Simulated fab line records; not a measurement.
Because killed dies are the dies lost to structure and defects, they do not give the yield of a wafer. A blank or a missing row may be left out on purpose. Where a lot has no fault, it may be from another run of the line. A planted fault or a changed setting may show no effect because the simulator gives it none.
fab line records	flow sfq_line
record lots=5	wafers=15	last_day=89
route steps=325 shown M7@290 I7@296 M8@311
lots that met no fault: taken from a fault-free run of the same line
start_h: start of the lot's first displayed wafer, in hours after the record's first day	wait_h: time in hours since the lot's previous step	" same as the row above	L1.1+2: several wafers, shown together as one row	- no value, or no start given	* or withheld: withheld	< > ~ a bound
route shown NAME@n: a module of which the file shows steps, and the number in the route of the first	usual: mean and standard deviation over wafers with no fault	same: alike in all rows	chamber/n: place in a boat	sites: readings site by site	_std_site: the standard deviation of these	_edge_site: mean of outer sites minus mean of inner sites	radius_mm: how far each site lies from the wafer's centre	mask NAME#n: copy n	behind: the most recent tool/chamber to have shaped the wafer	hold: cause of the lot's hold/its duration in hours/its outcome	device: whichever transistor did not switch (one of n, p or np)	end of line: the same wafers' tests at the end of the route	where a step has no rows: the recipe by itself	killed: not the wafer's yield, but the dies lost to structure and defects at the first sort	map: shows each die of a wafer: x if killed, . if not, _ if none is there
set.NAME: the setting as run; set.NAME@STEP: as run at that earlier step	model.NAME: the simulator's own value behind a step, which no gauge read
lots at selected steps of the route; one table per step, one row per wafer
services: the hour from which a tool's chamber was out of use, counted from the record's first day as start_h (under 0 if before that day), plus the number of hours and why
## steps
# step SFQ_TRILAYER_M7_LITHO_DEVELOP_179
# recipe time_s=60	resist=KrF
lot.wafer	tool	chamber	start_h	wait_h
L078.1+2+5	litho_track-04	0	1729.92	0.1
L083.1+3+4	litho_track-04	0	1802.59	0.1
L087.3+4+6	litho_track-02	0	1950.66	0.1
L094.2+3+6	litho_track-02	0	2112.79	0.1
L096.2+3+4	litho_track-02	0	2126.05	0.1
# step SFQ_M7_OVL_MEAS_945
# usual M7_OVL=0/6.5
lot.wafer	tool	chamber	start_h	wait_h	M7_OVL[nm]
L078.1	overlay-01	-	1730.07	0.1	-6
L078.2	"	-	"	"	-1
L078.5	"	-	"	"	-9
L083.1	overlay-02	-	1802.74	0.1	-3
L083.3	"	-	"	"	1
L083.4	"	-	"	"	9
L087.3	overlay-01	-	1950.78	0.1	3
L087.4	"	-	"	"	-1
L087.6	"	-	"	"	-4
L094.2	overlay-02	-	2112.92	0.1	2
L094.3	"	-	"	"	-3
L094.6	"	-	"	"	-4
L096.2	overlay-02	-	2126.18	0.1	-1
L096.3	"	-	"	"	5
L096.4	"	-	"	"	-2
# step SFQ_TRILAYER_M7_BARC_OPEN_METAL_ETCH_229
# recipe mask_material=PR	chemistry=O2	target_depth_nm=125	target=BARC	icp_w=600	bias_w=80	pressure_mtorr=10	time_s=41.7
# usual drypump_motor_current_A=6.03/0.18	oes_product_au=0.685/0.0047
lot.wafer	tool	chamber	start_h	wait_h	drypump_motor_current_A	oes_product_au	rf_hours_counter_h
L078.1	rie_metal-01	1	1730.11	0.0	5.98	0.691	128
L078.2	"	0	"	"	6.06	0.678	69
L078.5	"	1	"	"	6.02	0.689	-
L083.1	rie_metal-04	0	1802.78	0.0	5.81	0.687	111
L083.3	"	0	"	"	5.81	0.688	-
L083.4	"	1	"	"	6.01	0.679	-
L087.3	rie_metal-03	1	1950.82	0.0	6.38	0.686	-
L087.4	"	0	"	"	5.96	0.689	-
L087.6	"	0	"	"	5.97	0.685	-
L094.2	rie_metal-01	1	2112.95	0.0	6.01	0.690	47
L094.3	"	0	"	"	6.11	0.684	-
L094.6	"	0	"	"	6.12	0.694	-
L096.2	rie_metal-04	0	2126.21	0.0	5.80	0.682	11
L096.3	"	0	"	"	5.80	0.683	-
L096.4	"	1	"	"	5.99	0.692	-
# step SFQ_TRILAYER_M7_ETCH_METAL_ETCH_180
# recipe target=Nb	stop_on=SiO2	mask_material=PR	chemistry=Cl2/Ar	target_depth_nm=240	icp_w=600	bias_w=80	pressure_mtorr=10	time_s=120
# usual drypump_motor_current_A=6.03/0.18	oes_product_au=0.890/0.0071
lot.wafer	tool	chamber	start_h	wait_h	drypump_motor_current_A	oes_product_au	rf_hours_counter_h
L078.1	rie_metal-01	1	1730.17	0.0	5.99	0.893	128
L078.2	"	0	"	"	6.11	0.886	69
L078.5	"	1	"	"	6.02	0.885	-
L083.1	rie_metal-04	0	1802.84	0.0	5.80	0.888	111
L083.3	"	0	"	"	5.80	0.885	-
L083.4	"	1	"	"	6.01	0.892	-
L087.3	rie_metal-03	1	1950.90	0.1	6.39	0.877	-
L087.4	"	0	"	"	5.98	0.876	-
L087.6	"	0	"	"	5.98	0.878	-
L094.2	rie_metal-01	1	2113.01	0.0	6.02	0.887	47
L094.3	"	0	"	"	6.12	0.898	-
L094.6	"	0	"	"	6.10	0.891	-
L096.2	rie_metal-04	0	2126.27	0.0	5.76	0.897	11
L096.3	"	0	"	"	5.79	0.891	-
L096.4	"	1	"	"	5.98	0.894	-
# step SFQ_TRILAYER_M7_STRIP_STRIP_181
# recipe gas=O2	power_w=200	platen_temp_c=40	overash_fraction=0.6219	chemistry=O2	pressure_mtorr=50
# usual drypump_motor_current_A=6.03/0.18	oes_product_au=1.004/0.0094
lot.wafer	tool	chamber	start_h	wait_h	drypump_motor_current_A	oes_product_au	rf_hours_counter_h
L078.1	rie_metal-01	1	1730.29	0.1	5.96	0.978	129
L078.2	"	0	"	"	6.10	0.996	69
L078.5	"	1	"	"	5.99	0.991	-
L083.1	rie_metal-04	0	1802.96	0.1	5.76	1.008	112
L083.3	"	0	"	"	5.78	1.026	-
L083.4	"	1	"	"	6.01	1.002	-
L087.3	rie_metal-03	1	1951.19	0.2	6.39	1.014	-
L087.4	"	0	"	"	5.97	1.006	-
L087.6	"	0	"	"	5.97	0.999	-
L094.2	rie_metal-01	1	2113.14	0.1	5.99	1.001	48
L094.3	"	0	"	"	6.08	1.006	-
L094.6	"	0	"	"	6.06	0.998	-
L096.2	rie_metal-04	0	2126.40	0.1	5.78	1.000	12
L096.3	"	0	"	"	5.79	1.003	-
L096.4	"	1	"	"	6.02	0.992	-
# step SFQ_TRILAYER_M7_STRIP_SOLV_CLEAN_182
# recipe chemistry=NMP	temp_c=70	time_s=600
# usual bath_guard_temp_C=70.1/0.4
lot.wafer	tool	chamber	start_h	wait_h	bath_guard_temp_C
L078.1	wet_bench-02	1	1730.89	0.4	69.7
L078.2	"	2	"	"	70.0
L078.5	"	7	"	"	70.1
L083.1	wet_bench-01	1	1803.56	0.4	69.6
L083.3	"	6	"	"	70.5
L083.4	"	2	"	"	70.1
L087.3	wet_bench-04	6	1951.59	0.2	69.8
L087.4	"	2	"	"	69.5
L087.6	"	5	"	"	70.7
L094.2	wet_bench-02	7	2113.74	0.4	69.9
L094.3	"	3	"	"	70.2
L094.6	"	0	"	"	70.0
L096.2	wet_bench-02	7	2127.00	0.4	69.8
L096.3	"	3	"	"	70.1
L096.4	"	0	"	"	70.1
# step SFQ_TRILAYER_I7_DEP_PECVD_183
# recipe material=SiO2	temp_c=150	time_s=111.11	pressure_torr=2.4	rf_w=183.3	precursor=SiH4/N2O	target_thk_nm=500
# usual heater_power_w=79/8.3	susceptor_temp_C=150.01/0.14	throttle_valve_pct=24.1/1.5
lot.wafer	tool	chamber	start_h	wait_h	heater_power_w	susceptor_temp_C	throttle_valve_pct
L078.1	pecvd-01	0	1731.07	0.0	80	150.06	24.3
L078.2	"	1	"	"	72	150.06	24.5
L078.5	"	1	"	"	71	150.13	24.3
L083.1	pecvd-04	0	1803.74	0.0	72	150.31	23.5
L083.3	"	2	"	"	72	150.04	24.6
L083.4	"	1	"	"	76	149.95	27.1
L087.3	pecvd-03	0	1951.80	0.0	78	150.05	21.8
L087.4	"	1	"	"	94	150.13	22.9
L087.6	"	1	"	"	96	149.80	22.7
L094.2	pecvd-01	2	2113.91	0.0	83	149.75	24.1
L094.3	"	1	"	"	67	149.92	25.5
L094.6	"	1	"	"	70	150.10	25.5
L096.2	pecvd-03	1	2127.17	0.0	96	149.87	23.3
L096.3	"	0	"	"	70	150.03	22.0
L096.4	"	1	"	"	96	149.98	23.6
# step SFQ_TRILAYER_I7_CMP_CMP_184
# recipe material=SiO2	down_force_psi=3	platen_rpm=60	pad_velocity_m_s=0.94248
# usual motor_current_A=9.9/0.97	slurry_flow_ml_min=150.0/0.45	time_to_endpoint_s=216/8
lot.wafer	tool	chamber	start_h	wait_h	motor_current_A	slurry_flow_ml_min	time_to_endpoint_s
L078.1	cmp-01	3	1731.75	0.6	11.2	150.3	206
L078.2	"	2	1733.25	2.1	9.7	150.0	207
L078.5	"	0	1734.25	3.1	8.5	149.8	233
L083.1	cmp-02	3	1811.55	7.8	9.6	149.9	220
L083.3	"	0	"	"	9.8	150.0	206
L083.4	"	1	"	"	8.4	149.5	230
L087.4	cmp-01	2	1951.88	0.0	10.4	150.2	206
L087.3	"	1	1953.38	1.5	9.9	149.9	228
L087.6	"	2	"	"	9.8	149.9	214
L094.3	cmp-01	2	2113.99	0.0	10.1	150.6	211
L094.2	"	3	"	"	10.9	150.0	214
L094.6	"	3	2116.49	2.5	11.1	149.3	219
L096.2	cmp-02	3	2127.75	0.5	9.4	149.8	210
L096.3	"	0	"	"	10.7	150.2	207
L096.4	"	1	"	"	8.7	150.1	228
# step SFQ_I7_BOW_MEAS_946
# recipe mode=bow
# usual I7_BOW=8/11
lot.wafer	tool	chamber	start_h	wait_h	I7_BOW[um]
L078.1	film_metro-03	-	1734.75	2.5	22
L078.2	"	-	"	"	10
L078.5	"	-	"	"	21
L083.1	film_metro-02	-	1814.05	2.0	13
L083.3	"	-	"	"	15
L083.4	"	-	"	"	13
L087.3	film_metro-04	-	1954.92	1.0	0
L087.4	"	-	"	"	-7
L087.6	"	-	"	"	4
L094.2	film_metro-02	-	2117.01	2.0	4
L094.3	"	-	"	"	13
L094.6	"	-	"	"	3
L096.2	film_metro-03	-	2130.27	2.0	17
L096.3	"	-	"	"	25
L096.4	"	-	"	"	6
# step SFQ_TRILAYER_I7_METRO_MEASURE_185
# usual thk_nm=199.9/1.2
lot.wafer	tool	chamber	start_h	wait_h	thk_nm
L078.1	film_metro-03	-	1734.87	0.1	199.3
L078.2	"	-	"	"	197.8
L078.5	"	-	"	"	200.7
L083.1	film_metro-02	-	1814.17	0.1	200.7
L083.3	"	-	"	"	199.2
L083.4	"	-	"	"	201.1
L087.3	film_metro-04	-	1955.40	0.5	199.1
L087.4	"	-	"	"	199.1
L087.6	"	-	"	"	198.7
L094.2	film_metro-02	-	2117.31	0.3	200.3
L094.3	"	-	"	"	199.3
L094.6	"	-	"	"	200.7
L096.2	film_metro-03	-	2130.57	0.3	198.7
L096.3	"	-	"	"	198.5
L096.4	"	-	"	"	201.6
# step SFQ_TRILAYER_I7_VIA_LITHO_COAT_192
# recipe resist=BARC	spin_rpm=3000	resist_thk_nm=62
lot.wafer	tool	chamber	start_h	wait_h
L078.1+2+5	litho_track-03	0	1736.07	1.0
L083.1+3+4	litho_track-04	0	1815.37	1.0
L087.3+4+6	litho_track-04	0	1956.30	0.7
L094.2+3+6	litho_track-01	0	2118.36	0.8
L096.2+3+4	litho_track-03	0	2131.62	0.8
# step SFQ_TRILAYER_I7_VIA_LITHO_COAT_187
# recipe resist=KrF	spin_rpm=3000	resist_thk_nm=650
lot.wafer	tool	chamber	start_h	wait_h
L078.1+2+5	litho_track-03	0	1736.37	0.2
L083.1+3+4	litho_track-04	0	1815.67	0.2
L087.3+4+6	litho_track-04	0	1956.60	0.2
L094.2+3+6	litho_track-01	0	2118.66	0.2
L096.2+3+4	litho_track-03	0	2131.92	0.2
# step SFQ_TRILAYER_I7_VIA_LITHO_SOFTBAKE_191
# recipe temp_c=withheld	time_s=withheld	resist=KrF
lot.wafer	tool	chamber	start_h	wait_h
L078.1+2+5	litho_track-03	0	1736.67	0.2
L083.1+3+4	litho_track-04	0	1815.97	0.2
L087.3+4+6	litho_track-04	0	1956.85	0.2
L094.2+3+6	litho_track-01	0	2118.94	0.2
L096.2+3+4	litho_track-03	0	2132.19	0.2
# step SFQ_TRILAYER_I7_VIA_LITHO_EXPOSE_188
# recipe mask_id=I7	na=0.6	source_shape=conventional	sigma_outer=0.65	target_cd_nm=1000	dose_mj=21.3
# usual focus_offset_nm=0.0/0.56	reticle_temp_C=23.00/0.11	stage_vel_mm_s=500.03/0.24
lot.wafer	tool	chamber	start_h	wait_h	mask	focus_offset_nm	reticle_temp_C	stage_vel_mm_s
L078.1	krf_scanner-02	0	1839.77	-	I7#0	1.5	22.88	500.14
L078.2	"	0	"	"	I7#0	0.3	22.88	499.93
L078.5	"	0	"	"	I7#0	1.1	22.97	499.92
L083.1	krf_scanner-01	0	1903.87	-	I7#0	-0.2	23.11	499.91
L083.3	"	0	"	"	I7#0	-0.6	23.13	500.14
L083.4	"	0	"	"	I7#0	-0.3	23.08	500.00
L087.3	krf_scanner-01	0	1957.35	-	I7#0	-0.4	22.98	500.19
L087.4	"	0	"	"	I7#0	-0.4	23.13	500.27
L087.6	"	0	"	"	I7#0	-0.7	22.85	499.83
L094.2	krf_scanner-01	0	2119.39	-	I7#0	-1.2	23.06	499.99
L094.3	"	0	"	"	I7#0	-0.6	23.14	499.69
L094.6	"	0	"	"	I7#0	-0.5	23.07	500.06
L096.2	krf_scanner-01	0	2132.72	-	I7#0	0.4	23.15	499.94
L096.3	"	0	"	"	I7#0	-0.1	23.09	499.91
L096.4	"	0	"	"	I7#0	0.1	22.98	499.96
# step SFQ_TRILAYER_I7_VIA_LITHO_PEB_190
# recipe peb_temp_c=115	peb_time_s=60	resist=KrF
# same peb_time_s=60
lot.wafer	tool	chamber	start_h	wait_h
L078.1+2+5	litho_track-03	0	1840.97	1.0
L083.1+3+4	litho_track-04	0	1905.07	1.0
L087.3+4+6	litho_track-03	0	1958.20	0.7
L094.2+3+6	litho_track-03	0	2120.41	0.8
L096.2+3+4	litho_track-01	0	2133.75	0.8
# step SFQ_TRILAYER_I7_VIA_LITHO_DEVELOP_189
# recipe time_s=60	resist=KrF
lot.wafer	tool	chamber	start_h	wait_h
L078.1+2+5	litho_track-03	0	1841.12	0.1
L083.1+3+4	litho_track-04	0	1905.22	0.1
L087.3+4+6	litho_track-03	0	1958.35	0.1
L094.2+3+6	litho_track-03	0	2120.56	0.1
L096.2+3+4	litho_track-01	0	2133.90	0.1
# step SFQ_I7_OVL_MEAS_947
# usual I7_OVL=1/6.3
lot.wafer	tool	chamber	start_h	wait_h	I7_OVL[nm]
L078.1	overlay-01	-	1841.27	0.1	-3
L078.2	"	-	"	"	2
L078.5	"	-	"	"	-2
L083.1	overlay-02	-	1905.37	0.1	3
L083.3	"	-	"	"	-1
L083.4	"	-	"	"	-4
L087.3	overlay-02	-	1958.46	0.1	-5
L087.4	"	-	"	"	-6
L087.6	"	-	"	"	-4
L094.2	overlay-01	-	2120.69	0.1	-1
L094.3	"	-	"	"	-3
L094.6	"	-	"	"	2
L096.2	overlay-01	-	2134.03	0.1	-1
L096.3	"	-	"	"	-5
L096.4	"	-	"	"	5
# step SFQ_TRILAYER_I7_VIA_BARC_OPEN_VIA_ETCH_260
# recipe mask_material=PR	chemistry=O2	target_depth_nm=125	target=BARC	source_w=500	bias_w=80	pressure_mtorr=30	time_s=41.7
# usual drypump_motor_current_A=5.9/0.52	oes_product_au=0.685/0.0048
lot.wafer	tool	chamber	start_h	wait_h	drypump_motor_current_A	oes_product_au	rf_hours_counter_h
L078.1	rie_diel-01	1	1841.30	0.0	6.3	0.679	16
L078.2	"	0	"	"	5.7	0.682	17
L078.5	"	1	"	"	6.3	0.684	-
L083.1	rie_diel-04	0	1905.41	0.0	5.1	0.685	1
L083.3	"	3	"	"	5.9	0.690	19
L083.4	"	1	"	"	6.7	0.691	13
L087.3	rie_diel-02	0	1958.48	0.0	6.0	0.688	1
L087.4	"	3	"	"	6.3	0.685	0
L087.6	"	0	"	"	6.1	0.684	-
L094.2	rie_diel-02	2	2120.72	0.0	6.4	0.680	4
L094.3	"	1	"	"	5.0	0.680	8
L094.6	"	0	"	"	6.1	0.689	-
L096.2	rie_diel-02	0	2134.06	0.0	6.1	0.687	5
L096.3	"	2	"	"	6.4	0.686	4
L096.4	"	1	"	"	5.0	0.686	8
# step SFQ_TRILAYER_I7_VIA_ETCH_VIA_ETCH_190
# recipe target=SiO2	stop_on=Nb	mask_material=PR	taper_deg=20	chemistry=CHF3	target_depth_nm=260	source_w=500	bias_w=80	pressure_mtorr=30	time_s=withheld
# usual drypump_motor_current_A=5.9/0.52	oes_product_au=0.855/0.0049
lot.wafer	tool	chamber	start_h	wait_h	drypump_motor_current_A	oes_product_au
L078.1	rie_diel-01	1	1841.34	0.0	6.3	0.857
L078.2	"	0	"	"	5.6	0.854
L078.5	"	1	"	"	6.3	0.856
L083.1	rie_diel-04	0	1905.45	0.0	5.0	0.862
L083.3	"	3	"	"	5.8	0.856
L083.4	"	1	"	"	6.6	0.842
L087.3	rie_diel-02	0	1958.52	0.0	6.1	0.850
L087.4	"	3	"	"	6.3	0.857
L087.6	"	0	"	"	6.1	0.849
L094.2	rie_diel-02	2	2120.76	0.0	6.4	0.860
L094.3	"	1	"	"	5.0	0.853
L094.6	"	0	"	"	6.1	0.862
L096.2	rie_diel-02	0	2134.10	0.0	6.0	0.849
L096.3	"	2	"	"	6.4	0.850
L096.4	"	1	"	"	5.0	0.855
# step SFQ_TRILAYER_I7_VIA_STRIP_STRIP_191
# recipe gas=O2	power_w=200	platen_temp_c=40	overash_fraction=0.65	chemistry=O2	pressure_mtorr=50
# usual drypump_motor_current_A=5.8/0.44	oes_product_au=0.999/0.0084
lot.wafer	tool	chamber	start_h	wait_h	drypump_motor_current_A	oes_product_au	rf_hours_counter_h
L078.1	rie_metal-02	1	1841.46	-	5.4	0.988	44
L078.2	"	0	"	"	5.0	1.010	63
L078.5	"	0	"	"	5.1	1.007	-
L083.1	rie_metal-02	0	1905.56	-	5.1	0.995	74
L083.3	"	0	"	"	5.1	0.988	-
L083.4	"	1	"	"	5.3	0.991	-
L087.3	rie_metal-04	1	1958.84	-	6.0	1.007	-
L087.4	"	0	"	"	5.8	0.995	-
L087.6	"	1	"	"	6.0	1.011	-
L094.2	rie_metal-03	1	2120.88	-	6.4	1.009	123
L094.3	"	1	"	"	6.4	1.009	-
L094.6	"	1	"	"	6.4	1.016	-
L096.2	rie_metal-02	0	2134.21	-	5.1	0.999	101
L096.3	"	0	"	"	5.1	0.996	-
L096.4	"	1	"	"	5.4	0.991	-
# step SFQ_TRILAYER_I7_VIA_STRIP_SOLV_CLEAN_192
# recipe chemistry=NMP	temp_c=70	time_s=600
# usual bath_guard_temp_C=70.0/0.49
lot.wafer	tool	chamber	start_h	wait_h	bath_guard_temp_C
L078.1	wet_bench-04	3	1842.06	0.4	70.2
L078.2	"	2	"	"	69.1
L078.5	"	4	"	"	70.9
L083.1	wet_bench-04	6	1906.16	0.4	70.0
L083.3	"	7	"	"	69.9
L083.4	"	1	"	"	70.1
L087.3	wet_bench-04	2	1959.24	0.2	69.6
L087.4	"	6	"	"	69.9
L087.6	"	5	"	"	70.7
L094.2	wet_bench-03	6	2121.48	0.4	70.7
L094.3	"	3	"	"	70.1
L094.6	"	7	"	"	69.8
L096.2	wet_bench-01	1	2134.81	0.4	69.9
L096.3	"	4	"	"	69.1
L096.4	"	5	"	"	69.6
# step SFQ_TRILAYER_M8_LITHO_LOR_COAT_197
# recipe resist=lift-off	spin_rpm=3000
lot.wafer	tool	chamber	start_h	wait_h
L078.1+2+5	litho_track-02	0	1842.23	0.0
L083.1+3+4	litho_track-03	0	1906.34	0.0
L087.3+4+6	litho_track-02	0	1959.51	0.1
L094.2+3+6	litho_track-02	0	2121.72	0.1
L096.2+3+4	litho_track-01	0	2135.04	0.1
# step SFQ_TRILAYER_M8_LITHO_LOR_BAKE_198
# recipe resist=lift-off	temp_c=withheld	time_s=withheld
lot.wafer	tool	chamber	start_h	wait_h
L078.1+2+5	litho_track-02	0	1842.53	0.2
L083.1+3+4	litho_track-03	0	1906.64	0.2
L087.3+4+6	litho_track-02	0	1959.90	0.3
L094.2+3+6	litho_track-02	0	2122.06	0.3
L096.2+3+4	litho_track-01	0	2135.38	0.3
# step SFQ_TRILAYER_M8_LITHO_COAT_193
# recipe resist=KrF	spin_rpm=3000	resist_thk_nm=600
lot.wafer	tool	chamber	start_h	wait_h
L078.1+2+5	litho_track-02	0	-	-
L083.1+3+4	litho_track-03	0	-	-
L087.3+4+6	litho_track-02	0	-	-
L094.2+3+6	litho_track-02	0	-	-
L096.2+3+4	litho_track-01	0	-	-
# step SFQ_TRILAYER_M8_LITHO_SOFTBAKE_199
# recipe temp_c=withheld	time_s=withheld	resist=KrF
lot.wafer	tool	chamber	start_h	wait_h
L078.1+2+5	litho_track-02	0	-	-
L083.1+3+4	litho_track-03	0	-	-
L087.3+4+6	litho_track-02	0	-	-
L094.2+3+6	litho_track-02	0	-	-
L096.2+3+4	litho_track-01	0	-	-
# step SFQ_TRILAYER_M8_LITHO_EXPOSE_194
# recipe mask_id=M8	na=0.6	source_shape=conventional	sigma_outer=0.65	target_cd_nm=2000	dose_mj=14.4
# usual focus_offset_nm=0.1/0.62	reticle_temp_C=23.01/0.11	stage_vel_mm_s=500.03/0.26
lot.wafer	tool	chamber	start_h	wait_h	mask	focus_offset_nm	reticle_temp_C	stage_vel_mm_s
L078.1	krf_scanner-01	0	1857.34	-	M8#0	-1.5	22.94	500.30
L078.2	"	0	"	"	M8#0	0.3	22.86	499.70
L078.5	"	0	"	"	M8#0	-1.5	22.87	500.13
L083.1	krf_scanner-02	0	1917.71	-	M8#0	0.5	22.88	500.27
L083.3	"	0	"	"	M8#0	0.3	22.91	500.16
L083.4	"	0	"	"	M8#0	0.2	22.79	499.71
L087.3	krf_scanner-02	0	1974.52	-	M8#0	0.6	22.98	500.44
L087.4	"	0	"	"	M8#0	1.0	22.98	500.41
L087.6	"	0	"	"	M8#0	0.6	23.06	500.47
L094.2	krf_scanner-01	0	2124.39	-	M8#0	-0.9	23.08	499.97
L094.3	"	0	"	"	M8#0	-0.7	23.03	500.69
L094.6	"	0	"	"	M8#0	-1.0	23.05	500.03
L096.2	krf_scanner-01	0	2136.49	-	M8#0	0.1	23.01	500.30
L096.3	"	0	"	"	M8#0	-0.1	22.94	500.16
L096.4	"	0	"	"	M8#0	1.1	23.03	499.99
# step SFQ_TRILAYER_M8_LITHO_PEB_196
# recipe peb_temp_c=115	peb_time_s=60	resist=KrF
# same peb_time_s=60
lot.wafer	tool	chamber	start_h	wait_h
L078.1+2+5	litho_track-01	0	1858.54	1.0
L083.1+3+4	litho_track-03	0	1918.91	1.0
L087.3+4+6	litho_track-03	0	1975.37	0.7
L094.2+3+6	litho_track-01	0	2125.41	0.8
L096.2+3+4	litho_track-01	0	2137.51	0.8
# step SFQ_TRILAYER_M8_LITHO_DEVELOP_195
# recipe img_clear_s=15	time_s=55	resist=KrF
lot.wafer	tool	chamber	start_h	wait_h
L078.1+2+5	litho_track-01	0	1858.69	0.1
L083.1+3+4	litho_track-03	0	1919.06	0.1
L087.3+4+6	litho_track-03	0	1975.52	0.1
L094.2+3+6	litho_track-01	0	2125.56	0.1
L096.2+3+4	litho_track-01	0	2137.66	0.1
# step SFQ_M8_OVL_MEAS_948
# usual M8_OVL=1/4.9
lot.wafer	tool	chamber	start_h	wait_h	M8_OVL[nm]
L078.1	overlay-01	-	1858.83	0.1	1
L078.2	"	-	"	"	0
L078.5	"	-	"	"	3
L083.1	overlay-02	-	1919.20	0.1	11
L083.3	"	-	"	"	4
L083.4	"	-	"	"	11
L087.3	overlay-01	-	1975.63	0.1	-5
L087.4	"	-	"	"	-6
L087.6	"	-	"	"	-1
L094.2	overlay-01	-	2125.68	0.1	-5
L094.3	"	-	"	"	-3
L094.6	"	-	"	"	-8
L096.2	overlay-01	-	2137.78	0.1	9
L096.3	"	-	"	"	-2
L096.4	"	-	"	"	6
# step SFQ_TRILAYER_M8_DEP_EVAP_197
# recipe material=Ti	angular_spread_deg=1	target_thk_nm=20	time_s=100	power_w=2000
lot.wafer	tool	chamber	start_h	wait_h
L078.1+2+5	pvd_sputter-02	-	1858.87	0.0
L083.1+3+4	pvd_sputter-01	-	1919.23	0.0
L087.3+4+6	pvd_sputter-01	-	1975.65	0.0
L094.2+3+6	pvd_sputter-02	-	2125.71	0.0
L096.2+3+4	pvd_sputter-02	-	2137.81	0.0
# step SFQ_TRILAYER_M8_DEP_EVAP_198
# recipe material=Pt	angular_spread_deg=1	target_thk_nm=50	time_s=250	power_w=2000
lot.wafer	tool	chamber	start_h	wait_h
L078.1+2+5	pvd_sputter-02	-	1858.94	0.0
L083.1+3+4	pvd_sputter-01	-	1919.31	0.0
L087.3+4+6	pvd_sputter-01	-	1975.72	0.0
L094.2+3+6	pvd_sputter-02	-	2125.79	0.0
L096.2+3+4	pvd_sputter-02	-	2137.89	0.0
# step SFQ_TRILAYER_M8_DEP_EVAP_196
# recipe material=Au	angular_spread_deg=1	target_thk_nm=180	time_s=882.1	power_w=2000
lot.wafer	tool	chamber	start_h	wait_h
L078.1+2+5	pvd_sputter-02	-	1859.10	0.1
L083.1+3+4	pvd_sputter-01	-	1919.46	0.1
L087.3+4+6	pvd_sputter-01	-	1975.88	0.1
L094.2+3+6	pvd_sputter-02	-	2125.94	0.1
L096.2+3+4	pvd_sputter-02	-	2138.04	0.1
# step SFQ_M8_RS_MEAS_949
# recipe thk_meas_gauge=four-point-probe	reads=Au_of_TRILAYER_M8_DEP_EVAP_196+Pt_of_TRILAYER_M8_DEP_EVAP_198+Ti_of_TRILAYER_M8_DEP_EVAP_197
# usual M8_AU_RS=0.1558/0.0018
lot.wafer	tool	chamber	start_h	wait_h	M8_AU_RS[ohm/sq]
L078.1	film_metro-01	-	1859.61	0.3	0.1581
L078.2	"	-	"	"	0.1580
L078.5	"	-	"	"	0.1584
L083.1	film_metro-01	-	1919.98	0.3	0.1538
L083.3	"	-	"	"	0.1543
L083.4	"	-	"	"	0.1562
L087.3	film_metro-04	-	1976.44	0.3	0.1537
L087.4	"	-	"	"	0.1523
L087.6	"	-	"	"	0.1527
L094.2	film_metro-01	-	2126.48	0.3	0.1558
L094.3	"	-	"	"	0.1570
L094.6	"	-	"	"	0.1593
L096.2	film_metro-03	-	2138.58	0.3	0.1537
L096.3	"	-	"	"	0.1590
L096.4	"	-	"	"	0.1587
# step SFQ_M8_THK_MEAS_950
# recipe thk_meas_gauge=xrf	reads=Au_of_TRILAYER_M8_DEP_EVAP_196
# usual M8_AU_THK=179.0/2.6
lot.wafer	tool	chamber	start_h	wait_h	M8_AU_THK[nm]
L078.1	film_metro-01	-	1859.73	0.1	178.5
L078.2	"	-	"	"	179.9
L078.5	"	-	"	"	179.2
L083.1	film_metro-01	-	1920.10	0.1	183.9
L083.3	"	-	"	"	182.7
L083.4	"	-	"	"	181.2
L087.3	film_metro-04	-	1976.54	0.1	181.1
L087.4	"	-	"	"	183.2
L087.6	"	-	"	"	182.0
L094.2	film_metro-01	-	2126.59	0.1	180.9
L094.3	"	-	"	"	178.8
L094.6	"	-	"	"	177.0
L096.2	film_metro-03	-	2138.69	0.1	179.9
L096.3	"	-	"	"	174.4
L096.4	"	-	"	"	174.6
# step SFQ_TRILAYER_M8_LIFTOFF_LIFTOFF_197
# recipe temp_c=80	time_s=600	chemistry=NMP
# usual bath_guard_temp_C=80.0/0.42
lot.wafer	tool	chamber	start_h	wait_h	bath_guard_temp_C
L078.1	wet_bench-02	0	1859.79	0.1	80.2
L078.2	"	7	"	"	79.8
L078.5	"	1	"	"	80.2
L083.1	wet_bench-02	7	1920.16	0.1	79.9
L083.3	"	6	"	"	80.7
L083.4	"	5	"	"	80.3
L087.3	wet_bench-04	4	1976.58	0.0	80.4
L087.4	"	0	"	"	80.1
L087.6	"	7	"	"	80.1
L094.2	wet_bench-04	1	2126.64	0.0	80.1
L094.3	"	3	"	"	80.0
L094.6	"	5	"	"	80.7
L096.2	wet_bench-02	5	2138.74	0.0	80.0
L096.3	"	2	"	"	80.0
L096.4	"	6	"	"	81.0
# step SFQ_M8_BOW_MEAS_951
# recipe mode=bow
# usual M8_BOW=9/11
lot.wafer	tool	chamber	start_h	wait_h	M8_BOW[um]
L078.1	film_metro-04	-	1859.97	0.0	23
L078.2	"	-	"	"	11
L078.5	"	-	"	"	22
L083.1	film_metro-03	-	1920.33	0.0	16
L083.3	"	-	"	"	15
L083.4	"	-	"	"	15
L087.3	film_metro-01	-	1976.79	0.0	1
L087.4	"	-	"	"	-7
L087.6	"	-	"	"	6
L094.2	film_metro-04	-	2126.83	0.0	5
L094.3	"	-	"	"	13
L094.6	"	-	"	"	5
L096.2	film_metro-04	-	2138.93	0.0	18
L096.3	"	-	"	"	25
L096.4	"	-	"	"	7
## services
tool	chamber	start_h	hours	kind
rie_diel-02	0	1711.31	38.1	repair
krf_scanner-01	-	1716.82	3.6	pm
krf_scanner-01	-	1720.37	1.0	pm
pvd_sputter-02	-	1741.52	2.6	repair
rie_metal-04	1	1743.25	4.9	repair
krf_scanner-01	-	1791.54	1.3	pm
pvd_sputter-02	-	1799.21	9.7	repair
pvd_sputter-02	-	1818.01	7.5	repair
pvd_sputter-02	-	1835.79	6.4	repair
krf_scanner-01	-	1847.74	7.2	pm
krf_scanner-01	-	1885.57	1.0	pm
krf_scanner-01	-	1905.07	8.0	pm
pvd_sputter-02	-	1912.11	4.7	repair
pvd_sputter-02	-	1912.78	0.7	repair
krf_scanner-01	-	1940.53	4.0	pm
krf_scanner-01	-	1966.32	1.3	pm
rie_metal-04	-	1971.61	28.1	pm
rie_metal-04	-	2029.30	0.3	repair
krf_scanner-01	-	2029.32	0.8	pm
krf_scanner-01	-	2054.77	1.0	pm
pvd_sputter-02	-	2054.80	1.7	repair
pvd_sputter-02	-	2064.45	1.3	repair
krf_scanner-01	-	2114.95	0.9	repair
rie_metal-04	1	2119.31	1.4	repair
## key
fault none
